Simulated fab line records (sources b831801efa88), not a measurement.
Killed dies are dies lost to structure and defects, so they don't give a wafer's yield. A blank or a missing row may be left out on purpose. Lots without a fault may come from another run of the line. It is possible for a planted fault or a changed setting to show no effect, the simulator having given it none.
One fault through the eyes of 2 desks -- flow gf180mcu -- numbers are kept per desk, each desk with only its own; the story behind them comes last

FROM THE METROLOGY DESK
Means of the sampled wafers that have a number, per lot and without regard to the tool the lot ran on: this is what the gauges read. Any lot whose mean is over 4 standard deviations away from the usual mean is out of limits and marked OUT; that distance is given in the brackets.
Columns: A = cdNm at GF_HV_LDD_CD_MEAS_46, usual 395.9 nm; B = SAB_CVD_00_THK at GF_SAB_THK_MEAS_01, usual 50.1 nm; C = CONTACT_CVD_02_THK at GF_CONTACT_THK_MEAS_03, usual 858 nm
lot,first seen here,A,B,C
L869,day 12 04:38,393.6,49.5,868
L870,day 12 11:18,394.5,50.1,856
L871,day 12 22:14,394.9,49.8,857
L872,day 13 01:31,396.5,49.4,854
L875,day 14 07:24,400.9,50.4,870
L877,day 14 20:59,394.0,48.7,850
L879,day 15 13:31,397.7,48.4,868
L885,day 17 18:10,397.4,49.8,859
L886,day 18 07:02,396.0,50.2,852
L887,day 18 13:27,396.5,51.2,856
L888,day 18 17:09,391.4,50.9,854
L890,day 19 05:58,396.8,50.0,856
L891,day 19 16:36,394.6,49.6,841
L892,day 20 00:06,394.2,50.3,856
Result from this desk: across the 14 lots, nothing is out of limits.

TOOL OWNER'S DESK, pecvd-04
The tool's own readings at GF_SAB_CVD_00 (deposits SiO2 from TEOS, target thk 50 nm, time 4.9302 s): means of the sampled wafers that have a number, for each lot that ran on this tool. Any lot whose mean is over 4 standard deviations away from the usual mean is out of limits and marked OUT; that distance is given in the brackets.
Columns: A = heaterPowerW at GF_SAB_CVD_00, usual 631 W
lot,first seen here,A
L869,day 14 01:02,617
L872,day 15 00:40,626
L875,day 16 06:49,659
L877,day 16 20:32,658
L879,day 17 15:04,640
L886,day 20 13:28,601
L890,day 21 11:32,674
L891,day 21 20:32,661
Result from this desk: across the 8 lots, nothing is out of limits.

BROUGHT TOGETHER
From the metrology desk's view, nothing was out of limits.
The desk of the tool owner found nothing out of limits.

WHAT THE SIMULATOR HAD PUT IN
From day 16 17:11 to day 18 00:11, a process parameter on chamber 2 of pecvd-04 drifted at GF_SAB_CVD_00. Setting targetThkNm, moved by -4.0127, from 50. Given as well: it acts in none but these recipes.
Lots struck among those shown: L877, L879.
